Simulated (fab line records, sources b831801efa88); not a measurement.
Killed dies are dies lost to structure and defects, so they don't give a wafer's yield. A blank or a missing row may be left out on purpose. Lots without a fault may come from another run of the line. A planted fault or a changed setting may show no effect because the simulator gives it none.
Problem report in the 8D (eight disciplines) form, filled by code | flow gf180mcu | the parts of the form that need people (team, actions taken, sign-off) are left out

1. THE PROBLEM
strip_time_to_endpoint_s at GF_MVPSD_STRIP_10 reads a mean of 34.04 s on 1 wafer of 1 lot; wafers without a fault read 37.02 s with a standard deviation of 0.14. That is -21 standard deviations from the usual mean.
The step: strips in O2/N2.
First seen on wafer L293.6, day 9 17:01, on plasma_asher-02. The record holds 35 wafers of 12 lots with a number at this step. Rule for "out", or "out of limits": more than 4 standard deviations from the usual mean. The other wafers with a number count as sound.

2. WHAT IT IS AND WHAT IT IS NOT
question                    | is                       | is not
which readings at this step | strip_time_to_endpoint_s | drypump_motor_current_A, heater_power_w, n2_flow_sccm, oes_product_au
which lots                  | L293                     | L275, L276, L277, L279, L280, L282, L283, L285, L286, L287, L298
which wafers of those lots  | L293.6                   | L293.3
read on which tools         | plasma_asher-02          | plasma_asher-01, plasma_asher-03
when                        | from day 9 17:01         | up to then (31 sound wafers); but 3 sound wafers of L298 came after

3. SUSPECTS, AND WHAT RULES EACH OUT
Counting: a tool at a process step up to the reading stays a suspect if it ran every lot that is out. Sound lots after the first of them don't rule it out here, since some wafers of a struck lot are sound.
- litho_track-02 at GF_MVPSD_COAT_02 (resist thk 3000 nm): kept. It ran the lot that is out, L293 (day 9 07:43); its last sound lot up to then is L287 (day 7 17:31).
- plasma_asher-02 at GF_MVPSD_STRIP_10 (strips in O2/N2): kept. It ran the lot that is out, L293 (day 9 17:01); its last sound lot up to then is L283 (day 6 22:47). Its own readings are out on those wafers: strip_time_to_endpoint_s.
- Within plasma_asher-02 at GF_MVPSD_STRIP_10: the wafers that are out ran in chamber 0; their sound lot-mates ran in chamber 1.
Left after counting: litho_track-02 at GF_MVPSD_COAT_02, plasma_asher-02 at GF_MVPSD_STRIP_10.

4. THE CAUSE (what the simulator had put in)
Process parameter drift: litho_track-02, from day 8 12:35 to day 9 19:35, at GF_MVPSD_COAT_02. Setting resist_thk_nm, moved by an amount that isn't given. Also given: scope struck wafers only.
Counting left 2 suspects, and this tool is among them.

5. THE CHAIN OF EFFECTS, in route order
Each row: a reading whose mean over the struck wafers that have a number lies more than 3 standard deviations from the usual. Only readings for which the record gives a usual standard deviation are gone through. hours: the time from each lot's start at the first step in this table that gives one to its start at this step, as a median over the lots. sigmas: the change in usual standard deviations.
hours | step              | reading                  | usual   | on struck wafers | change | sigmas
0     | GF_MVPSD_STRIP_10 | strip_time_to_endpoint_s | 37.02 s | 34.04            | -2.98  | -21
The process steps in it:
- GF_MVPSD_STRIP_10: strips in O2/N2.
Later measuring or inspecting steps at which every struck wafer that the step has a row for has a number for every such reading, and none has moved that far: GF_VT_IMPLANT_TW_MEAS_43.

6. WHAT WOULD HAVE CAUGHT IT SOONER
In this record the first reading out of limits was taken at day 9 17:01, 28 hours after the fault began at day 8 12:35.
Of the tool readings at GF_MVPSD_COAT_02 for which the record gives a usual standard deviation, none was out on any struck wafer, so an alarm limit of 4 standard deviations on them would not have fired.
All the lots that are out (1) had begun GF_MVPSD_COAT_02 on litho_track-02 by day 9 17:01. A hold on the tool at that time would have spared none of them.
